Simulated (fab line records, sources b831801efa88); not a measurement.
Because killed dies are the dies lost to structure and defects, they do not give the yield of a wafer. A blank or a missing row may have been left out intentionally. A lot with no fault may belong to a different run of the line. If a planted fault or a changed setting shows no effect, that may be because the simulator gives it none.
fab line records -- flow gf180mcu
record: lots: 5, wafers: 15, last-day: 34
route steps=602 shown HV_LDD@192
lots that met no fault: from a run of the same line without faults
start-h: hours from the record's first day to the start of the lot's first wafer shown -- wait-h: hours elapsed since this lot's preceding step -- " as in the row above -- L1.1+2: one row covering several wafers at once -- - value missing, or start not given -- * or withheld: withheld -- < > ~ a bound
route shown NAME@n: a module of which the file shows steps, and the number in the route of the first -- usual: average and standard deviation across the fault-free wafers -- same: alike in all rows -- chamber/n: place in a boat -- sites: readings site by site -- _std_site: standard deviation across them -- _edge_site: mean of outer sites minus mean of inner sites -- radius-mm: for every site, how far away it sits from the centre of the wafer -- mask NAME#n: copy n -- behind: the tool/chamber that last shaped the wafer -- hold: cause of the lot's hold/its duration in hours/its outcome -- device: the n, p or np transistor that did not switch -- end of line: the tests these same wafers got at the end of their route -- step lacking rows: just its recipe -- killed: not the wafer's yield, but the dies lost to structure and defects at the first sort -- map: the dies of a wafer, with x for killed, . for not killed, _ for no die there
set.NAME: the setting the step ran with; set.NAME@STEP: the setting that earlier step ran with -- model.NAME: the simulator's own value behind a step, which no gauge read
lots at some steps of the route; a table a step, a row a wafer
services: a tool's chamber out of use, with start hour (start-h, from the record's first day; less than 0 if before it), hours out, and reason
== steps ==
step: GF_HV_LDD_EXPOSE_16
recipe: mask-id: Pplus_LV_AREA, target-cd-nm: 400, na: 0.6, source-shape: conventional, sigma-outer: 0.6, dose-mj: 140
step: GF_HV_LDD_PEB_17
recipe: temp-c: withheld, time-s: *, resist: NOVOLAK
step: GF_HV_LDD_DEVELOP_18
recipe: develop-time-s: 60, dev-temp-c: 23
step: GF_HV_LDD_CD_MEAS_19
recipe: target-cd-nm: 400
usual: cd-nm: 399.4/2.2
lot.wafer,tool,chamber,start-h,wait-h,cd-nm
L470.1,cd-sem-02,-,238.04,0.1,400.2
L470.5,cd-sem-02,-,238.04,0.1,398.7
L470.6,cd-sem-02,-,238.04,0.1,398.4
L479.1,cd-sem-02,-,304.57,0.1,398.9
L479.2,cd-sem-02,-,304.57,0.1,400.9
L479.6,cd-sem-02,-,304.57,0.1,401.1
L482.1,cd-sem-02,-,326.97,0.1,396.2
L482.3,cd-sem-02,-,326.97,0.1,394.7
L482.4,cd-sem-02,-,326.97,0.1,397.4
L490.4,cd-sem-01,-,387.30,0.1,398.7
L490.5,cd-sem-01,-,387.30,0.1,397.9
L490.6,cd-sem-01,-,387.30,0.1,400.2
L492.1,cd-sem-01,-,398.48,0.1,401.4
L492.5,cd-sem-01,-,398.48,0.1,402.3
L492.6,cd-sem-01,-,398.48,0.1,400.4
step: GF_HV_LDD_OVL_MEAS_20
usual: HV_LDD_01_OVL: 0.5/1.5
lot.wafer,tool,chamber,start-h,wait-h,HV_LDD_01_OVL[nm]
L470.1,overlay-02,-,238.16,0.1,0.0
L470.5,overlay-02,-,238.16,0.1,0.6
L470.6,overlay-02,-,238.16,0.1,-0.2
L479.1,overlay-01,-,304.69,0.1,1.9
L479.2,overlay-01,-,304.69,0.1,3.4
L479.6,overlay-01,-,304.69,0.1,2.3
L482.1,overlay-01,-,327.09,0.1,-0.5
L482.3,overlay-01,-,327.09,0.1,-0.9
L482.4,overlay-01,-,327.09,0.1,-2.4
L490.4,overlay-01,-,387.37,0.1,-0.2
L490.5,overlay-01,-,387.37,0.1,0.7
L490.6,overlay-01,-,387.37,0.1,-0.4
L492.1,overlay-01,-,398.60,0.1,-0.4
L492.5,overlay-01,-,398.60,0.1,-1.0
L492.6,overlay-01,-,398.60,0.1,0.5
step: GF_HV_LDD_IMPLANT_21
recipe: species: BF2, energy-kev: 25, dose-cm2: 5e+13, tilt-deg: 7
step: GF_HV_LDD_STRIP_22
recipe: chemistry: O2/N2, power-w: 1400, pressure-mtorr: 1500, platen-temp-c: 250, o2-flow-sccm: 3000, n2-flow-sccm: 300, overash-fraction: 0.5
usual: drypump-motor-current-A: 5.6/0.36, heater-power-w: 320/27, oes-product-au: 0.716/0.0049, strip-time-to-endpoint-s: 12.62/0.03
lot.wafer,tool,chamber,start-h,wait-h,drypump-motor-current-A,heater-power-w,oes-product-au,rf-hours-counter-h,strip-time-to-endpoint-s
L470.1,plasma-asher-01,0,238.34,0.1,5.3,325,0.716,47,12.66
L470.5,plasma-asher-01,1,238.34,0.1,5.7,366,0.711,-,12.61
L470.6,plasma-asher-01,0,238.34,0.1,5.3,313,0.712,-,12.64
L479.1,plasma-asher-01,1,304.87,0.1,5.6,358,0.722,56,12.63
L479.2,plasma-asher-01,0,304.87,0.1,5.3,322,0.717,56,12.63
L479.6,plasma-asher-01,1,304.87,0.1,5.6,355,0.713,-,12.57
L482.1,plasma-asher-03,1,327.27,0.1,6.2,307,0.722,27,12.64
L482.3,plasma-asher-03,0,327.27,0.1,5.6,287,0.717,-,12.64
L482.4,plasma-asher-03,1,327.27,0.1,6.2,307,0.717,-,12.61
L490.4,plasma-asher-02,0,387.58,0.1,4.9,280,0.722,-,12.57
L490.5,plasma-asher-02,1,387.58,0.1,6.1,308,0.709,-,12.61
L490.6,plasma-asher-02,0,387.58,0.1,4.9,288,0.721,-,12.57
L492.1,plasma-asher-01,0,398.79,0.1,5.3,306,0.729,65,12.64
L492.5,plasma-asher-01,1,398.79,0.1,5.7,353,0.719,-,12.62
L492.6,plasma-asher-01,0,398.79,0.1,5.3,309,0.715,-,12.61
step: GF_HV_LDD_TW_MEAS_23
usual: HV_LDD_2_TW: 1062/10
lot.wafer,tool,chamber,start-h,wait-h,HV_LDD_2_TW
L470.1,film-metro-01,-,238.44,0.1,1072
L470.5,film-metro-01,-,238.44,0.1,1073
L470.6,film-metro-01,-,238.44,0.1,1071
L479.1,film-metro-04,-,304.97,0.1,1060
L479.2,film-metro-04,-,304.97,0.1,1056
L479.6,film-metro-04,-,304.97,0.1,1060
L482.1,film-metro-02,-,327.37,0.1,1057
L482.3,film-metro-02,-,327.37,0.1,1054
L482.4,film-metro-02,-,327.37,0.1,1061
L490.4,film-metro-04,-,387.67,0.1,1056
L490.5,film-metro-04,-,387.67,0.1,1056
L490.6,film-metro-04,-,387.67,0.1,1058
L492.1,film-metro-01,-,398.89,0.1,1077
L492.5,film-metro-01,-,398.89,0.1,1079
L492.6,film-metro-01,-,398.89,0.1,1077
step: GF_HV_LDD_DEHYDRATE_24
recipe: temp-c: 200, time-s: 60
step: GF_HV_LDD_HMDS_25
recipe: prime-time-s: 60, prime-temp-c: 120
step: GF_HV_LDD_COAT_26
recipe: resist: NOVOLAK, spin-rpm: 3000, resist-thk-nm: 1000
step: GF_HV_LDD_SOFTBAKE_27
recipe: temp-c: 90, time-s: 60, resist: NOVOLAK
step: GF_HV_LDD_EXPOSE_28
recipe: mask-id: Nplus_HV_AREA, target-cd-nm: 400, na: 0.6, source-shape: conventional, sigma-outer: 0.6, dose-mj: 140
usual: stage-vel-mm-s: 500.02/0.23
lot.wafer,tool,chamber,start-h,wait-h,mask,stage-vel-mm-s
L470.1,iline-stepper-02,0,247.56,-,Nplus_HV_AREA#0,499.93
L470.5,iline-stepper-02,0,247.56,-,Nplus_HV_AREA#0,499.73
L470.6,iline-stepper-02,0,247.56,-,Nplus_HV_AREA#0,500.19
L479.1,iline-stepper-01,0,315.81,-,Nplus_HV_AREA#0,500.20
L479.2,iline-stepper-01,0,315.81,-,Nplus_HV_AREA#0,499.99
L479.6,iline-stepper-01,0,315.81,-,Nplus_HV_AREA#0,500.30
L482.1,iline-stepper-01,0,338.51,-,Nplus_HV_AREA#0,500.20
L482.3,iline-stepper-01,0,338.51,-,Nplus_HV_AREA#0,500.24
L482.4,iline-stepper-01,0,338.51,-,Nplus_HV_AREA#0,499.85
L490.4,iline-stepper-01,0,399.17,-,Pplus_LV_AREA#0,499.62
L490.5,iline-stepper-01,0,399.17,-,Pplus_LV_AREA#0,499.44
L490.6,iline-stepper-01,0,399.17,-,Pplus_LV_AREA#0,499.78
L492.1,iline-stepper-01,0,410.22,-,Nplus_HV_AREA#0,500.08
L492.5,iline-stepper-01,0,410.22,-,Nplus_HV_AREA#0,499.87
L492.6,iline-stepper-01,0,410.22,-,Nplus_HV_AREA#0,499.77
step: GF_HV_LDD_PEB_29
recipe: temp-c: withheld, time-s: *, resist: NOVOLAK
step: GF_HV_LDD_DEVELOP_30
recipe: develop-time-s: 60, dev-temp-c: 23
step: GF_HV_LDD_CD_MEAS_31
recipe: target-cd-nm: 400
usual: cd-nm: 400.1/1.8
lot.wafer,tool,chamber,start-h,wait-h,cd-nm
L470.1,cd-sem-02,-,256.47,0.1,401.7
L470.5,cd-sem-02,-,256.47,0.1,399.7
L470.6,cd-sem-02,-,256.47,0.1,400.7
L479.1,cd-sem-01,-,325.77,0.1,399.4
L479.2,cd-sem-01,-,325.77,0.1,399.1
L479.6,cd-sem-01,-,325.77,0.1,400.9
L482.1,cd-sem-01,-,348.54,0.1,401.2
L482.3,cd-sem-01,-,348.54,0.1,400.8
L482.4,cd-sem-01,-,348.54,0.1,396.6
L490.4,cd-sem-02,-,410.58,0.1,-
L490.5,cd-sem-02,-,410.58,0.1,-
L490.6,cd-sem-02,-,410.58,0.1,-
L492.1,cd-sem-02,-,421.33,0.1,398.9
L492.5,cd-sem-02,-,421.33,0.1,397.1
L492.6,cd-sem-02,-,421.33,0.1,398.9
step: GF_HV_LDD_OVL_MEAS_32
usual: HV_LDD_02_OVL: -1.1/1.3
lot.wafer,tool,chamber,start-h,wait-h,HV_LDD_02_OVL[nm]
L470.1,overlay-02,-,256.59,0.1,-3.5
L470.5,overlay-02,-,256.59,0.1,-1.1
L470.6,overlay-02,-,256.59,0.1,-1.1
L479.1,overlay-02,-,325.89,0.1,-0.2
L479.2,overlay-02,-,325.89,0.1,-1.5
L479.6,overlay-02,-,325.89,0.1,-1.8
L482.1,overlay-02,-,348.66,0.1,0.5
L482.3,overlay-02,-,348.66,0.1,-0.7
L482.4,overlay-02,-,348.66,0.1,-0.4
L490.4,overlay-01,-,410.65,0.1,-
L490.5,overlay-01,-,410.65,0.1,-
L490.6,overlay-01,-,410.65,0.1,-
L492.1,overlay-01,-,421.45,0.1,-3.2
L492.5,overlay-01,-,421.45,0.1,-2.0
L492.6,overlay-01,-,421.45,0.1,-3.4
step: GF_HV_LDD_IMPLANT_33
recipe: species: P, energy-kev: 60, dose-cm2: 7.5e+12, tilt-deg: 30, rotation-deg: 0
step: GF_HV_LDD_IMPLANT_34
recipe: species: P, energy-kev: 60, dose-cm2: 7.5e+12, tilt-deg: 30, rotation-deg: 90
step: GF_HV_LDD_IMPLANT_35
recipe: species: P, energy-kev: 60, dose-cm2: 7.5e+12, tilt-deg: 30, rotation-deg: 180
step: GF_HV_LDD_IMPLANT_36
recipe: species: P, energy-kev: 60, dose-cm2: 7.5e+12, tilt-deg: 30, rotation-deg: 270
step: GF_HV_LDD_STRIP_37
recipe: chemistry: O2/N2, power-w: 1400, pressure-mtorr: 1500, platen-temp-c: 250, o2-flow-sccm: 3000, n2-flow-sccm: 300, overash-fraction: 0.5
usual: drypump-motor-current-A: 5.6/0.44, heater-power-w: 313/26, oes-product-au: 0.716/0.0041, strip-time-to-endpoint-s: 12.63/0.039
lot.wafer,tool,chamber,start-h,wait-h,drypump-motor-current-A,heater-power-w,oes-product-au,rf-hours-counter-h,strip-time-to-endpoint-s
L470.1,plasma-asher-03,0,257.22,0.1,5.6,290,0.716,18,12.65
L470.5,plasma-asher-03,0,257.22,0.1,5.6,288,0.717,-,12.66
L470.6,plasma-asher-03,1,257.22,0.1,6.2,311,0.718,-,12.64
L479.1,plasma-asher-03,0,326.52,0.1,5.6,287,0.713,26,12.62
L479.2,plasma-asher-03,1,326.52,0.1,6.2,311,0.708,26,12.61
L479.6,plasma-asher-03,1,326.52,0.1,6.2,304,0.716,-,12.64
L482.1,plasma-asher-02,1,349.29,0.1,6.1,306,0.711,64,12.64
L482.3,plasma-asher-02,1,349.29,0.1,6.1,303,0.729,-,12.66
L482.4,plasma-asher-02,0,349.29,0.1,4.9,294,0.710,-,12.66
L490.4,plasma-asher-02,0,411.31,0.1,4.9,280,0.721,-,12.63
L490.5,plasma-asher-02,1,411.31,0.1,6.1,309,0.722,-,12.58
L490.6,plasma-asher-02,0,411.31,0.1,4.9,291,0.711,-,12.64
L492.1,plasma-asher-01,1,422.09,0.1,5.7,366,0.718,67,12.63
L492.5,plasma-asher-01,1,422.09,0.1,5.7,351,0.718,-,12.61
L492.6,plasma-asher-01,0,422.09,0.1,5.3,319,0.721,-,12.63
step: GF_HV_LDD_TW_MEAS_38
usual: HV_LDD_3_TW: 1447/14
lot.wafer,tool,chamber,start-h,wait-h,hold,HV_LDD_3_TW
L470.1,film-metro-02,-,257.32,0.1,-,1435
L470.5,film-metro-02,-,257.32,0.1,-,1439
L470.6,film-metro-02,-,257.32,0.1,-,1435
L479.1,film-metro-04,-,326.62,0.1,-,1439
L479.2,film-metro-04,-,326.62,0.1,-,1436
L479.6,film-metro-04,-,326.62,0.1,-,1438
L482.1,film-metro-04,-,349.39,0.1,-,1450
L482.3,film-metro-04,-,349.39,0.1,-,1447
L482.4,film-metro-04,-,349.39,0.1,-,1451
L490.4,film-metro-01,-,411.40,0.1,await-dispo/0.2h/release,31
L490.5,film-metro-01,-,411.40,0.1,await-dispo/0.2h/release,31
L490.6,film-metro-01,-,411.40,0.1,await-dispo/0.2h/release,31
L490.4,film-metro-01,-,411.68,0.3,-,31
L490.5,film-metro-01,-,411.68,0.3,-,31
L490.6,film-metro-01,-,411.68,0.3,-,31
L492.1,film-metro-04,-,422.19,0.1,-,1432
L492.5,film-metro-04,-,422.19,0.1,-,1434
L492.6,film-metro-04,-,422.19,0.1,-,1433
== services ==
tool,chamber,start-h,hours,kind
plasma-asher-02,-,235.04,39.0,pm
plasma-asher-01,-,252.58,7.6,repair
iline-stepper-02,-,259.89,4.4,repair
iline-stepper-01,-,285.60,1.7,pm
iline-stepper-02,-,289.14,1.7,pm
iline-stepper-01,-,292.78,6.5,repair
plasma-asher-01,-,367.41,3.9,repair
plasma-asher-01,-,367.73,2.5,repair
iline-stepper-01,-,370.41,2.1,pm
iline-stepper-01,-,372.50,-,consumable-replace:lamp
iline-stepper-01,-,395.57,1.1,repair
plasma-asher-02,-,421.25,9.0,pm
plasma-asher-02,0,421.25,9.0,vent-cycle
plasma-asher-02,1,421.25,9.0,vent-cycle
== key ==
first-sign: step: GF_HV_LDD_EXPOSE_28, reading: mask, direction: changed
effect: step: GF_HV_LDD_CD_MEAS_31, reading: cd-nm, direction: missing
effect: step: GF_HV_LDD_OVL_MEAS_32, reading: HV_LDD_02_OVL, direction: missing
effect: step: GF_HV_LDD_TW_MEAS_38, reading: visit, direction: added
effect: step: GF_HV_LDD_TW_MEAS_38, reading: HV_LDD_3_TW, direction: down, sigmas: 99+, usual: 1447, struck: 31
met-at GF_HV_LDD_EXPOSE_28
struck-wafers L490.4,L490.5,L490.6
scrapped-behind GF_HV_LDD_TW_MEAS_38 L490.4,L490.5,L490.6
onset-between 338.51 399.17
fault: kind: wrong-mask, tool: any, chamber: -, onset-h: 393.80, steps: GF_HV_LDD_EXPOSE_28, aux-copy: Pplus_LV_AREA#0, scope: struck-lots-only
